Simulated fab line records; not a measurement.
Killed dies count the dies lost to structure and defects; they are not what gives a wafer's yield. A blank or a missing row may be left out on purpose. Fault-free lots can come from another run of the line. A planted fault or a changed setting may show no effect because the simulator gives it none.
fab line records	flow gf180mcu
record lots=7	wafers=21	last_day=34
route steps=602 shown M1@327 V1@335
lots that met no fault: taken from a fault-free run of the same line
start_h: the number of hours between the record's first day and the start of the first shown wafer of the lot	wait_h: hours since the lot's step before	" as in the row above	L1.1+2: several wafers, shown together as one row	- no value present, or no start provided	* or withheld: withheld	< > ~ a bound
route shown NAME@n: names a module that has steps shown in the file, with the first one's number in the route	usual: mean and standard deviation over wafers with no fault	same: alike in all rows	chamber/n: place in a boat	sites: the reading at each site	_std_site: their standard deviation	_edge_site: outer sites' mean less inner sites'	radius_mm: how far each site lies from the wafer's centre	mask NAME#n: copy n	behind: tool/chamber where the wafer was last shaped	hold: why the lot was held/for how many hours/how that ended	device: the transistor (n, p or np) that didn't switch	end of line: the route-end tests of the same wafers	a step without rows: its recipe alone	killed: dies that structure and defects cost at the first sort, which is not the same as the wafer's yield	map: shows each die of a wafer: x if killed, . if not, _ if none is there
set.NAME: the setting the step ran with; set.NAME@STEP: the setting that earlier step ran with	model.NAME: the simulator's own value behind a step, which no gauge read
lots at some steps of the route; a table a step, a row a wafer
services: when a tool's chamber went out of use (start_h, in hours from the record's first day, below 0 if earlier), for how many hours, and the reason
## steps
# step GF_M1_PEB_12
# recipe peb_temp_c=135	peb_time_s=90	resist=KrF
# step GF_M1_DEVELOP_13
# recipe develop_time_s=60	dev_temp_c=21
# step GF_M1_CD_MEAS_14
# recipe target_cd_nm=230
# usual cd_nm=230.2/1.2
lot.wafer	tool	chamber	start_h	wait_h	cd_nm
L387.1	cd_sem-01	-	389.22	0.1	231.0
L387.3	"	-	"	"	231.2
L387.4	"	-	"	"	231.5
L394.2	cd_sem-02	-	453.49	0.1	228.0
L394.3	"	-	"	"	228.8
L394.4	"	-	"	"	229.1
L396.2	cd_sem-02	-	472.89	0.1	228.0
L396.3	"	-	"	"	228.3
L396.6	"	-	"	"	227.5
L397.4	cd_sem-01	-	483.54	0.1	229.8
L397.5	"	-	"	"	230.0
L397.6	"	-	"	"	229.4
L398.1	cd_sem-01	-	487.02	0.1	231.8
L398.2	"	-	"	"	231.3
L398.6	"	-	"	"	231.9
L400.1	cd_sem-02	-	513.87	0.1	229.3
L400.2	"	-	"	"	229.4
L400.4	"	-	"	"	230.8
L409.2	cd_sem-01	-	587.60	0.1	229.6
L409.4	"	-	"	"	231.0
L409.6	"	-	"	"	229.9
# step GF_M1_OVL_MEAS_15
# usual M1_OVL=-4/5.6
lot.wafer	tool	chamber	start_h	wait_h	M1_OVL[nm]
L387.1	overlay-02	-	389.34	0.1	-8
L387.3	"	-	"	"	-8
L387.4	"	-	"	"	-8
L394.2	overlay-02	-	453.60	0.1	1
L394.3	"	-	"	"	-5
L394.4	"	-	"	"	-2
L396.2	overlay-01	-	473.00	0.1	-8
L396.3	"	-	"	"	-7
L396.6	"	-	"	"	-14
L397.4	overlay-02	-	483.62	0.1	1
L397.5	"	-	"	"	2
L397.6	"	-	"	"	4
L398.1	overlay-01	-	487.14	0.1	-15
L398.2	"	-	"	"	-14
L398.6	"	-	"	"	-7
L400.1	overlay-01	-	513.99	0.1	-7
L400.2	"	-	"	"	-3
L400.4	"	-	"	"	-3
L409.2	overlay-01	-	587.71	0.1	-6
L409.4	"	-	"	"	-7
L409.6	"	-	"	"	-3
# step GF_M1_METAL_ETCH_16
# recipe chemistry=Cl2/BCl3	mask_material=KrF	target_depth_nm=627.5	stop_on=SiO2	pressure_mtorr=8	icp_w=800	bias_w=140	Cl2_flow_sccm=80	bcl3_flow_sccm=40	time_s=104.6
# usual bias_w=140.0/0.46	drypump_motor_current_A=5.8/0.52	oes_product_au=0.974/0.0062	rf_fwd_power_W=795.4/2.6	throttle_valve_pct=28.248/0.01
# same time_s=104.6
lot.wafer	tool	chamber	start_h	wait_h	bias_w	drypump_motor_current_A	oes_product_au	rf_fwd_power_W	rf_hours_counter_h	throttle_valve_pct
L387.1	rie_metal-01	1	389.38	0.0	140.6	5.4	0.977	796.2	6.4	28.229
L387.3	"	1	"	"	140.1	5.4	0.971	795.3	-	28.245
L387.4	"	0	"	"	140.2	5.8	0.972	791.4	-	28.238
L394.2	rie_metal-01	0	453.63	0.0	140.0	5.8	0.969	790.0	5.8	28.261
L394.3	"	1	"	"	140.2	5.4	0.977	798.6	-	28.241
L394.4	"	0	"	"	139.9	5.8	0.965	789.4	-	28.265
L396.2	rie_metal-04	1	473.03	0.0	140.2	6.6	0.984	792.9	2.3	28.264
L396.3	"	0	"	"	139.2	5.9	0.973	791.7	-	28.251
L396.6	"	0	"	"	139.7	5.9	0.968	793.4	-	28.260
L397.4	rie_metal-01	1	483.67	0.0	139.6	5.4	0.980	797.4	-	28.254
L397.5	"	1	"	"	139.9	5.4	0.977	796.4	-	28.260
L397.6	"	0	"	"	140.9	5.8	0.976	794.7	-	28.237
L398.1	rie_metal-03	1	487.18	0.0	139.5	5.5	0.968	797.4	0.9	28.243
L398.2	"	0	"	"	140.3	5.1	0.966	795.5	4.0	28.247
L398.6	"	0	"	"	139.5	5.1	0.979	795.3	-	28.236
L400.1	rie_metal-01	0	514.03	0.0	140.6	5.8	0.972	794.7	7.3	28.242
L400.2	"	1	"	"	140.0	5.4	0.968	796.2	9.4	28.248
L400.4	"	1	"	"	140.2	5.4	0.971	797.9	-	28.265
L409.2	rie_metal-04	0	587.74	0.0	139.6	5.9	0.978	794.7	4.2	28.236
L409.4	"	0	"	"	139.7	5.9	0.975	795.7	-	28.244
L409.6	"	0	"	"	139.8	5.9	0.977	795.6	-	28.269
# step GF_M1_STRIP_17
# recipe chemistry=O2/N2	power_w=1400	pressure_mtorr=1500	platen_temp_c=250	o2_flow_sccm=3000	n2_flow_sccm=300	overash_fraction=0.5
# step GF_M1_STRIP_18
# recipe chemistry=post_etch_residue_remover	time_s=1200	temp_c=72.5
# step GF_M1_CLEAN_19
# recipe chemistry=DIW	dry=n2_spin
# step GF_V1_CVD_00
# recipe material=SiO2	target_thk_nm=600	sigma_open_frac=0.3	temp_c=400	time_s=102.3	sih4_flow_sccm=60	pressure_mtorr=6
# step GF_V1_THK_MEAS_01
# recipe reads=SiO2_of_V1_CVD_00
# usual V1_CVD_00_THK=616/6.3
lot.wafer	tool	chamber	start_h	wait_h	V1_CVD_00_THK[nm]
L387.1	film_metro-02	-	390.12	0.0	621
L387.3	"	-	"	"	619
L387.4	"	-	"	"	621
L394.2	film_metro-02	-	454.36	0.0	615
L394.3	"	-	"	"	606
L394.4	"	-	"	"	612
L396.2	film_metro-02	-	473.76	0.0	621
L396.3	"	-	"	"	625
L396.6	"	-	"	"	622
L397.4	film_metro-03	-	484.49	0.0	616
L397.5	"	-	"	"	609
L397.6	"	-	"	"	611
L398.1	film_metro-03	-	487.94	0.0	627
L398.2	"	-	"	"	619
L398.6	"	-	"	"	623
L400.1	film_metro-03	-	514.75	0.0	621
L400.2	"	-	"	"	630
L400.4	"	-	"	"	625
L409.2	film_metro-02	-	588.46	0.0	606
L409.4	"	-	"	"	614
L409.6	"	-	"	"	612
# step GF_V1_CVD_02
# recipe material=SiO2	target_thk_nm=850	precursor=TEOS	temp_c=400	time_s=94.851	rf_w=600
# usual heater_power_outer_w=370/53	heater_power_w=640/76	rf_fwd_power_W=596.2/2
# same time_s=94.851
lot.wafer	tool	chamber	start_h	wait_h	heater_power_outer_w	heater_power_w	rf_fwd_power_W
L387.1	pecvd-03	0	390.18	0.1	483	837	599.7
L387.3	"	2	"	"	293	511	595.5
L387.4	"	1	"	"	408	676	592.9
L394.2	pecvd-02	1	454.41	0.0	404	629	597.9
L394.3	"	0	"	"	402	678	597.8
L394.4	"	2	"	"	310	556	596.5
L396.2	pecvd-01	2	473.81	0.0	364	600	593.7
L396.3	"	0	"	"	355	661	595.3
L396.6	"	2	"	"	384	641	597.3
L397.4	pecvd-03	2	484.56	0.1	257	462	595.1
L397.5	"	1	"	"	347	619	596.5
L397.6	"	0	"	"	453	823	598.2
L398.1	pecvd-01	0	488.00	0.1	292	571	597.9
L398.2	"	2	"	"	314	528	595.7
L398.6	"	0	"	"	367	667	596.5
L400.1	pecvd-02	0	514.81	0.1	433	696	592.0
L400.2	"	2	"	"	254	472	592.5
L400.4	"	2	"	"	282	522	596.7
L409.2	pecvd-01	0	588.51	0.0	334	639	597.2
L409.4	"	2	"	"	318	513	598.1
L409.6	"	0	"	"	360	657	595.4
# step GF_V1_THK_MEAS_03
# recipe reads=SiO2_of_V1_CVD_02
# usual V1_CVD_02_THK=849/10
lot.wafer	tool	chamber	start_h	wait_h	V1_CVD_02_THK[nm]
L387.1	film_metro-04	-	390.24	0.0	848
L387.3	"	-	"	"	847
L387.4	"	-	"	"	870
L394.2	film_metro-04	-	454.49	0.0	832
L394.3	"	-	"	"	837
L394.4	"	-	"	"	855
L396.2	film_metro-04	-	473.89	0.0	854
L396.3	"	-	"	"	847
L396.6	"	-	"	"	862
L397.4	film_metro-02	-	484.62	0.0	844
L397.5	"	-	"	"	857
L397.6	"	-	"	"	842
L398.1	film_metro-03	-	488.10	0.1	842
L398.2	"	-	"	"	831
L398.6	"	-	"	"	843
L400.1	film_metro-03	-	514.88	0.0	846
L400.2	"	-	"	"	839
L400.4	"	-	"	"	852
L409.2	film_metro-03	-	588.59	0.0	835
L409.4	"	-	"	"	853
L409.6	"	-	"	"	847
# step GF_V1_CMP_04
# recipe material=SiO2	down_force_psi=4	platen_rpm=60	pad_velocity_m_s=0.94248
# usual edge_zone_pressure_frac=1.000/0.0049	head_pressure_psi=4.000/0.0089	motor_current_A=11.6/1.4	time_to_endpoint_s=81/4.3
lot.wafer	tool	chamber	start_h	wait_h	edge_zone_pressure_frac	head_pressure_psi	motor_current_A	time_to_endpoint_s	model.SiO2_of_V1_CVD_02.thk_nm
L387.4	cmp-01	2	390.30	0.0	1.006	3.999	10.3	88	631.8
L387.1	"	3	"	"	0.999	4.000	9.8	78	631.4
L387.3	"	1	"	"	1.002	4.010	12.3	78	631.9
L394.2	cmp-02	1	454.54	0.0	0.999	4.002	11.0	71	632.6
L394.4	"	2	"	"	0.992	4.001	11.7	77	632.4
L394.3	"	3	"	"	0.992	3.998	9.8	71	631.2
L396.3	cmp-02	3	473.99	0.1	-	-	-	-	846.8
L396.2	"	0	"	"	-	-	-	-	854.2
L396.6	"	3	"	"	-	-	-	-	861.6
L397.4	cmp-01	0	484.70	0.1	-	-	-	-	844.1
L397.5	"	3	"	"	-	-	-	-	857.2
L397.6	"	0	"	"	-	-	-	-	842.9
L398.2	cmp-02	2	488.16	0.0	-	-	-	-	831.3
L398.1	"	1	"	"	-	-	-	-	841.9
L398.6	"	2	"	"	-	-	-	-	843
L400.4	cmp-02	0	514.99	0.1	0.998	4.017	13.2	81	632.2
L400.2	"	1	"	"	0.991	3.987	11.5	76	632.2
L400.1	"	2	"	"	1.006	4.001	11.9	76	632.4
L409.2	cmp-02	1	588.84	0.2	0.997	3.988	11.2	79	634
L409.4	"	2	"	"	1.007	3.996	12.2	88	634.9
L409.6	"	3	"	"	1.005	4.004	10.2	84	632.7
# step GF_V1_BOW_MEAS_05
# recipe mode=bow
# usual V1_BOW=84/7.8
lot.wafer	tool	chamber	start_h	wait_h	V1_BOW[um]
L387.1	film_metro-02	-	390.60	0.2	80
L387.3	"	-	"	"	84
L387.4	"	-	"	"	76
L394.2	film_metro-02	-	454.86	0.3	87
L394.3	"	-	"	"	83
L394.4	"	-	"	"	80
L396.2	film_metro-03	-	474.26	0.2	103
L396.3	"	-	"	"	84
L396.6	"	-	"	"	96
L397.4	film_metro-03	-	485.01	0.3	84
L397.5	"	-	"	"	80
L397.6	"	-	"	"	94
L398.1	film_metro-03	-	488.46	0.1	89
L398.2	"	-	"	"	85
L398.6	"	-	"	"	87
L400.1	film_metro-02	-	515.24	0.1	74
L400.2	"	-	"	"	75
L400.4	"	-	"	"	76
L409.2	film_metro-02	-	589.06	0.2	80
L409.4	"	-	"	"	91
L409.6	"	-	"	"	89
# step GF_V1_DEHYDRATE_06
# recipe temp_c=200	time_s=60
# step GF_V1_HMDS_07
# recipe prime_time_s=60	prime_temp_c=120
# step GF_V1_COAT_08
# recipe resist=BARC	temp_c=withheld	time_s=withheld	spin_rpm=withheld	resist_thk_nm=withheld
# step GF_V1_COAT_09
# recipe resist=KrF	spin_rpm=withheld	resist_thk_nm=1000
# step GF_V1_SOFTBAKE_10
# recipe temp_c=130	time_s=60	resist=KrF
# step GF_V1_EXPOSE_11
# recipe mask_id=Via1	target_cd_nm=260	na=0.68	source_shape=conventional	sigma_outer=0.6	dose_mj=38
# step GF_V1_PEB_12
# recipe peb_temp_c=135	peb_time_s=90	resist=KrF
# step GF_V1_DEVELOP_13
# recipe develop_time_s=60	resist=KrF	dev_temp_c=21
# step GF_V1_CD_MEAS_14
# recipe target_cd_nm=260
# usual cd_nm=259.7/1.2
lot.wafer	tool	chamber	start_h	wait_h	cd_nm
L387.1	cd_sem-02	-	412.82	0.1	260.4
L387.3	"	-	"	"	260.6
L387.4	"	-	"	"	260.4
L394.2	cd_sem-01	-	479.29	0.1	259.1
L394.3	"	-	"	"	261.3
L394.4	"	-	"	"	260.7
L396.2	cd_sem-01	-	497.69	0.1	259.9
L396.3	"	-	"	"	259.3
L396.6	"	-	"	"	261.6
L397.4	cd_sem-02	-	508.69	0.1	258.8
L397.5	"	-	"	"	260.6
L397.6	"	-	"	"	260.6
L398.1	cd_sem-01	-	512.18	0.1	259.9
L398.2	"	-	"	"	259.3
L398.6	"	-	"	"	259.4
L400.1	cd_sem-02	-	538.21	0.1	258.3
L400.2	"	-	"	"	259.2
L400.4	"	-	"	"	258.8
L409.2	cd_sem-01	-	610.14	0.1	258.1
L409.4	"	-	"	"	258.6
L409.6	"	-	"	"	259.6
# step GF_V1_OVL_MEAS_15
# usual V1_OVL=0/5.4
lot.wafer	tool	chamber	start_h	wait_h	V1_OVL[nm]
L387.1	overlay-02	-	412.94	0.1	-3
L387.3	"	-	"	"	1
L387.4	"	-	"	"	-6
L394.2	overlay-02	-	479.39	0.1	4
L394.3	"	-	"	"	1
L394.4	"	-	"	"	2
L396.2	overlay-02	-	497.79	0.1	-3
L396.3	"	-	"	"	-2
L396.6	"	-	"	"	2
L397.4	overlay-02	-	508.77	0.1	1
L397.5	"	-	"	"	4
L397.6	"	-	"	"	11
L398.1	overlay-02	-	512.30	0.1	7
L398.2	"	-	"	"	7
L398.6	"	-	"	"	1
L400.1	overlay-02	-	538.33	0.1	6
L400.2	"	-	"	"	5
L400.4	"	-	"	"	2
L409.2	overlay-02	-	610.24	0.1	-8
L409.4	"	-	"	"	-2
L409.6	"	-	"	"	-6
# step GF_V1_ETCH_16
# recipe chemistry=N2/H2	target_depth_a=withheld	overetch_a=withheld	time_s=withheld	target=BARC	ion_energy_ev=200	source_w=500	bias_w=100	pressure_mtorr=30	n2_flow_sccm=100	h2_flow_sccm=200
# usual bias_w=99.97/0.29	drypump_motor_current_A=5.8/0.51	h2_flow_sccm=200.0/0.64	oes_product_au=0.855/0.0046	rf_fwd_power_W=494.9/2.1	throttle_valve_pct=13.225/0.0088
lot.wafer	tool	chamber	start_h	wait_h	bias_w	drypump_motor_current_A	h2_flow_sccm	oes_product_au	rf_fwd_power_W	throttle_valve_pct
L387.1	rie_diel-03	2	412.97	0.0	99.84	5.1	199.5	0.851	492.5	13.237
L387.3	"	1	"	"	99.96	5.9	199.7	0.856	495.2	13.224
L387.4	"	0	"	"	99.70	5.5	200.9	0.856	495.0	13.223
L394.2	rie_diel-03	1	479.42	0.0	99.50	5.9	199.5	0.854	496.9	13.227
L394.3	"	2	"	"	99.71	5.1	200.3	0.849	494.0	13.211
L394.4	"	0	"	"	99.77	5.5	200.1	0.848	496.2	13.227
L396.2	rie_diel-01	1	497.82	0.0	100.16	6.3	200.5	0.846	494.9	13.222
L396.3	"	0	"	"	100.09	5.9	199.9	0.855	494.0	13.234
L396.6	"	3	"	"	99.67	5.2	200.1	0.856	497.4	13.230
L397.4	rie_diel-02	1	508.79	0.0	99.87	6.5	198.9	0.849	494.7	13.231
L397.5	"	1	"	"	100.21	6.5	198.9	0.850	497.1	13.218
L397.6	"	2	"	"	100.15	6.7	200.6	0.845	496.7	13.220
L398.1	rie_diel-03	1	512.34	0.0	100.15	5.9	199.6	0.857	493.6	13.212
L398.2	"	2	"	"	100.13	5.2	199.6	0.854	493.1	13.209
L398.6	"	2	"	"	99.52	5.2	199.6	0.857	492.9	13.236
L400.1	rie_diel-01	3	538.37	0.0	99.98	5.2	199.9	0.850	496.7	13.212
L400.2	"	1	"	"	100.02	6.3	200.6	0.855	494.0	13.212
L400.4	"	0	"	"	99.82	5.9	199.3	0.863	491.9	13.217
L409.2	rie_diel-01	0	610.27	0.0	100.10	5.9	199.3	0.856	493.2	13.222
L409.4	"	1	"	"	99.60	6.2	198.6	0.853	494.2	13.216
L409.6	"	3	"	"	99.94	5.2	200.3	0.859	497.8	13.231
# step GF_V1_ETCH_17
# recipe chemistry=C4F8/O2/Ar	mask_material=KrF	target=SiO2	stop_on=TiN	source_w=1548	bias_w=1200	pressure_mtorr=40	c4f8_flow_sccm=withheld	O2_flow_sccm=6	Ar_flow_sccm=300	time_s=withheld	target_depth_a=6300
# usual bias_w=1201/3.7	oes_product_au=0.856/0.0046	rf_fwd_power_W=1541/4.4
lot.wafer	tool	chamber	start_h	wait_h	bias_w	oes_product_au	rf_fwd_power_W	model.etch.depth_nm	model.V1.feature_depth_nm
L387.1	rie_diel-03	2	-	-	1198	0.855	1540	631.4	631.7
L387.3	"	1	"	"	1199	0.857	1539	631.9	632.3
L387.4	"	0	"	"	1199	0.851	1543	631.8	632.1
L394.2	rie_diel-03	1	-	-	1203	0.852	1542	632.6	632.9
L394.3	"	2	"	"	1196	0.859	1540	631.2	631.5
L394.4	"	0	"	"	1201	0.855	1543	632.4	632.7
L396.2	rie_diel-01	1	-	-	1204	1.629	1542	833.1	833.1
L396.3	"	0	"	"	1201	1.621	1546	820.2	820.2
L396.6	"	3	"	"	1198	1.646	1547	835.8	835.8
L397.4	rie_diel-02	1	-	-	1200	1.626	1542	825.2	825.2
L397.5	"	1	"	"	1201	1.620	1544	822.4	822.4
L397.6	"	2	"	"	1201	1.624	1540	832.6	832.6
L398.1	rie_diel-03	1	-	-	1199	1.632	1538	834.5	834.5
L398.2	"	2	"	"	1203	1.615	1540	831.3	831.4
L398.6	"	2	"	"	1198	1.635	1540	838.4	838.4
L400.1	rie_diel-01	3	-	-	1201	0.857	1543	632.4	632.7
L400.2	"	1	"	"	1192	0.863	1548	632.2	632.5
L400.4	"	0	"	"	1200	0.854	1540	632.2	632.5
L409.2	rie_diel-01	0	-	-	1201	0.855	1541	634	634.3
L409.4	"	1	"	"	1194	0.847	1544	634.9	635.2
L409.6	"	3	"	"	1200	0.861	1542	632.7	633.1
# step GF_V1_STRIP_18
# recipe chemistry=O2/N2	power_w=1400	pressure_mtorr=1500	platen_temp_c=250	o2_flow_sccm=3000	n2_flow_sccm=300	overash_fraction=0.5
# usual drypump_motor_current_A=5.87/0.19	heater_power_w=349/24	oes_product_au=0.591/0.0041
lot.wafer	tool	chamber	start_h	wait_h	drypump_motor_current_A	heater_power_w	oes_product_au	rf_hours_counter_h
L387.1	plasma_asher-04	1	413.10	-	6.03	343	0.593	30
L387.3	"	1	"	"	6.05	344	0.598	-
L387.4	"	0	"	"	6.09	348	0.590	-
L394.2	plasma_asher-04	1	479.55	-	6.04	341	0.591	37
L394.3	"	1	"	"	6.06	343	0.586	-
L394.4	"	0	"	"	6.08	339	0.602	-
L396.2	plasma_asher-03	1	497.95	-	5.70	357	0.598	89
L396.3	"	1	"	"	5.71	358	0.589	-
L396.6	"	1	"	"	5.67	357	0.593	-
L397.4	plasma_asher-04	0	508.95	-	6.10	335	0.589	-
L397.5	"	1	"	"	6.05	341	0.594	-
L397.6	"	0	"	"	6.10	340	0.590	-
L398.1	plasma_asher-03	1	512.47	-	5.68	361	0.593	90
L398.2	"	0	"	"	5.67	385	0.593	90
L398.6	"	1	"	"	5.66	366	0.596	-
L400.1	plasma_asher-03	0	538.50	-	5.71	375	0.598	93
L400.2	"	1	"	"	5.67	358	0.597	93
L400.4	"	0	"	"	5.67	384	0.586	-
L409.2	plasma_asher-03	1	610.40	-	5.66	349	0.592	103
L409.4	"	0	"	"	5.67	389	0.593	-
L409.6	"	0	"	"	5.67	381	0.591	-
# step GF_V1_STRIP_19
# recipe chemistry=post_etch_residue_remover	time_s=1200	temp_c=72.5
# step GF_V1_CLEAN_20
# recipe chemistry=DIW	dry=n2_spin
# step GF_V1_SPUTTER_21
# recipe material=Ti	target_thk_nm=15	chamber_pressure_pa=5	power_w=2500	substrate_temp_c=200	time_s=80.02
# step GF_V1_SPUTTER_22
# recipe material=TiN	target_thk_nm=10	chamber_pressure_pa=5	power_w=4000	time_s=40
# step GF_V1_CVD_23
# recipe material=W	target_thk_nm=350	time_s=105.05	temp_c=400	pressure_torr=40
# usual heater_power_outer_w=520/68	heater_power_w=833/110
# same time_s=105.05
lot.wafer	tool	chamber	start_h	wait_h	heater_power_outer_w	heater_power_w
L387.1	cvd_w-01	1	413.77	0.0	483	745
L387.3	"	0	"	"	436	717
L387.4	"	1	"	"	492	753
L394.2	cvd_w-01	1	480.20	0.0	478	740
L394.3	"	0	"	"	435	699
L394.4	"	1	"	"	485	748
L396.2	cvd_w-02	0	498.58	0.0	528	824
L396.3	"	1	"	"	624	1029
L396.6	"	1	"	"	613	1006
L397.4	cvd_w-02	0	509.59	0.1	531	786
L397.5	"	1	"	"	614	1008
L397.6	"	0	"	"	507	811
L398.1	cvd_w-02	1	513.13	0.0	622	986
L398.2	"	0	"	"	535	808
L398.6	"	1	"	"	618	998
L400.1	cvd_w-02	0	539.17	0.0	517	864
L400.2	"	1	"	"	625	1016
L400.4	"	0	"	"	522	807
L409.2	cvd_w-02	1	611.04	0.0	624	1000
L409.4	"	1	"	"	625	998
L409.6	"	0	"	"	530	805
# step GF_V1_CMP_26
# recipe stop_on=SiO2	down_force_psi=3.5	platen_rpm=60	t_overpolish_s=15	target_thk_nm=0	pad_velocity_m_s=0.94248
# usual edge_zone_pressure_frac=1.000/0.0051	head_pressure_psi=3.501/0.0073	motor_current_A=10.7/1.3
lot.wafer	tool	chamber	start_h	wait_h	edge_zone_pressure_frac	head_pressure_psi	motor_current_A	model.SiO2_of_V1_CVD_02.thk_nm
L387.4	cmp-01	3	414.06	0.0	0.997	3.500	9.0	628
L387.1	"	1	"	"	1.001	3.516	12.2	627.6
L387.3	"	2	"	"	1.001	3.502	9.6	628.2
L394.4	cmp-01	3	480.49	0.0	1.008	3.505	8.6	628.6
L394.2	"	1	"	"	1.004	3.487	12.0	628.8
L394.3	"	2	"	"	0.995	3.512	9.1	627.4
L396.2	cmp-02	2	498.88	0.0	1.009	3.509	11.5	850.4
L396.3	"	1	"	"	0.994	3.495	10.6	843
L396.6	"	2	"	"	1.006	3.506	11.1	857.8
L397.4	cmp-01	0	509.94	0.1	1.012	3.511	12.0	840.3
L397.6	"	2	"	"	1.006	3.501	9.7	839.1
L397.5	"	3	"	"	0.994	3.494	8.5	853.4
L398.1	cmp-01	0	513.42	0.1	0.995	3.505	11.4	838.1
L398.2	"	2	"	"	0.991	3.494	10.0	827.5
L398.6	"	0	"	"	1.003	3.493	11.1	839.2
L400.4	cmp-01	1	539.51	0.1	0.994	3.498	12.6	628.4
L400.1	"	2	"	"	1.004	3.505	9.8	628.6
L400.2	"	3	"	"	1.002	3.504	8.5	628.4
L409.2	cmp-02	1	611.38	0.1	0.996	3.505	10.2	630.2
L409.4	"	2	"	"	0.992	3.494	11.3	631.1
L409.6	"	0	"	"	1.000	3.497	12.3	628.9
## services
tool	chamber	start_h	hours	kind
cmp-01	-	385.28	4.3	repair
cmp-01	-	398.91	1.6	repair
cmp-01	-	400.36	0.3	repair
cmp-02	-	404.41	4.0	pm
cmp-02	-	407.19	1.4	repair
rie_diel-03	-	410.97	0.1	repair
cvd_w-02	-	413.13	1.1	repair
rie_diel-03	2	414.21	9.8	repair
rie_diel-03	-	424.73	1.9	repair
cvd_w-02	1	427.57	8.1	repair
rie_diel-01	2	441.42	1.9	repair
cmp-02	-	449.34	2.3	repair
cmp-01	-	454.33	5.0	pm
cmp-01	-	459.33	14.2	pm
cvd_w-02	-	460.99	0.5	repair
rie_diel-01	-	469.03	0.4	repair
rie_diel-01	1	494.45	2.1	repair
cmp-02	-	522.95	4.4	pm
cmp-01	-	552.32	6.5	repair
cmp-01	-	572.28	4.0	pm
rie_diel-03	1	577.66	3.2	repair
cmp-01	-	579.63	6.1	pm
cmp-01	-	587.63	2.6	repair
rie_diel-01	1	606.92	2.8	repair
## key
first_sign step=GF_V1_CMP_04	reading=tool_record	direction=missing
effect step=GF_V1_ETCH_17	reading=oes_product_au	direction=up	sigmas=99+	usual=0.856	struck=1.627
model_effect step=GF_V1_CMP_04	value=SiO2_of_V1_CVD_02.thk_nm	without=632.9	struck=847
model_effect step=GF_V1_ETCH_17	value=etch.depth_nm	without=632.9	struck=830.4
model_effect step=GF_V1_CMP_26	value=SiO2_of_V1_CVD_02.thk_nm	without=629.1	struck=843.2
met_at GF_V1_CMP_04
struck_wafers L396.2,L396.3,L396.6,L397.4,L397.5,L397.6,L398.1,L398.2,L398.6
later_rows_left_out L396.2,L396.3,L396.6,L397.4,L397.5,L397.6,L398.1,L398.2,L398.6
sort_left_out L396.2,L396.3,L396.6,L397.4,L397.5,L397.6,L398.1,L398.2,L398.6
onset_between 454.54 473.99
fault kind=skipped_step_whole	tool=cmp-01,cmp-02	chamber=-	onset_h=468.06	steps=GF_V1_CMP_04	scope=struck_lots_only
# sort_left_out: the simulated sort isn't trusted on such a fault, so these wafers' sort isn't shown, and their yield isn't known
# later_rows_left_out: the simulator's readings of these wafers behind a module that went badly wrong aren't trusted and aren't shown, but for the sort
